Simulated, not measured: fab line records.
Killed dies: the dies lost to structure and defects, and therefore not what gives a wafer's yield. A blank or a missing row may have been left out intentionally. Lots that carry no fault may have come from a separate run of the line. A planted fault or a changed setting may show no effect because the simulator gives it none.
Code-filled problem report in 8D (eight disciplines) form | flow gf180mcu | the parts of the form that need people (team, actions taken, sign-off) are left out

== 1. THE PROBLEM ==
HV_LDD_TW at GF_HV_LDD_TW_MEAS_11 reads a mean of 2186 on 6 wafers of 2 lots; wafers without a fault read 2419 with a standard deviation of 12. Measured from the usual mean, that is -19 standard deviations.
Earliest sighting: wafer L656.1 on film-metro-04 at day 14 08:55. The record has a number at this step for 39 wafers belonging to 13 lots. By rule, "out" or "out of limits" means more than 4 standard deviations away from the usual mean. All remaining wafers that have a number are taken as sound.

== 2. WHAT IT IS, WHAT IT ISN'T ==
question                    | is                           | is not
which readings at this step | HV_LDD_TW                    | -
which lots                  | L656, L658                   | L644, L645, L646, L647, L648, L649, L651, L652, L654, L660, L664
which wafers of those lots  | all that have a number       | -
read on which gauges        | film-metro-03, film-metro-04 | film-metro-01
when                        | from day 14 08:55            | up to then (27 sound wafers); but 6 sound wafers of L660, L664 came after

== 3. SUSPECTS, AND WHAT RULES EACH OUT ==
Counting: a tool at any process step up to the reading remains a suspect when it ran all the lots that are out and ran no sound lot after the first of those.
- ruled out: the gauge at GF_HV_LDD_TW_MEAS_11. 2 gauges (film-metro-03, film-metro-04) read the wafers that are out.
- implanter-02 at GF_HV_LDD_IMPLANT_09: kept. It processed each lot that is out, first L656 at day 14 08:40, and no sound lot thereafter; up to then, the last sound lot it processed was L649 at day 12 06:29. Out on those wafers are its own readings of dose-ions-cm2, faraday-current-uA.
After counting, what remains is implanter-02 at GF_HV_LDD_IMPLANT_09.

== 4. THE CAUSE (what the simulator had put in) ==
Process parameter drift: implanter-02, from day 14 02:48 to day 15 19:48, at GF_HV_LDD_IMPLANT_09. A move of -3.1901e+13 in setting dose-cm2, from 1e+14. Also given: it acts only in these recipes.
After counting, this tool was the only one left.

== 5. SEQUENCE OF EFFECTS, ordered by route ==
Rows list readings where the struck wafers' mean (over those with a number) sits beyond 3 standard deviations from the usual. Scope: only readings with a usual standard deviation given in the record; hours: median across lots of the time from each lot's start at the first step in this table that gives one to its start at this step; sigmas: change in usual standard deviations.
hours | step                 | reading            | usual        | on struck wafers | change | sigmas
0     | GF_HV_LDD_IMPLANT_09 | dose-ions-cm2      | 1e+14        | 7e+13            | -3e+13 | -99 or more
0     | GF_HV_LDD_IMPLANT_09 | faraday-current-uA | 563          | 388              | -175   | -16
0     | GF_HV_LDD_TW_MEAS_11 | HV_LDD_TW          | 2419         | 2186             | -233   | -19
66    | GF_HV_LDD_RS_MEAS_53 | HV_LDD_RS          | 418.6 ohm/sq | 489.6            | +70.9  | +71
Its process steps:
- GF_HV_LDD_IMPLANT_09

== 6. WHAT WOULD HAVE CAUGHT IT SOONER ==
In this record the first reading out of limits at a measuring or inspecting step was taken at day 14 08:55, 6 hours after the fault began at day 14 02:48.
At GF_HV_LDD_IMPLANT_09, the tool's own readings (dose-ions-cm2, faraday-current-uA) were out on each struck wafer the step has a row for, so an alarm limit on them would have fired on the first such wafer.
L658, from the lots that are out (2), started GF_HV_LDD_IMPLANT_09 on implanter-02 later than day 14 08:55. It would have been spared by a hold on the tool at that moment.
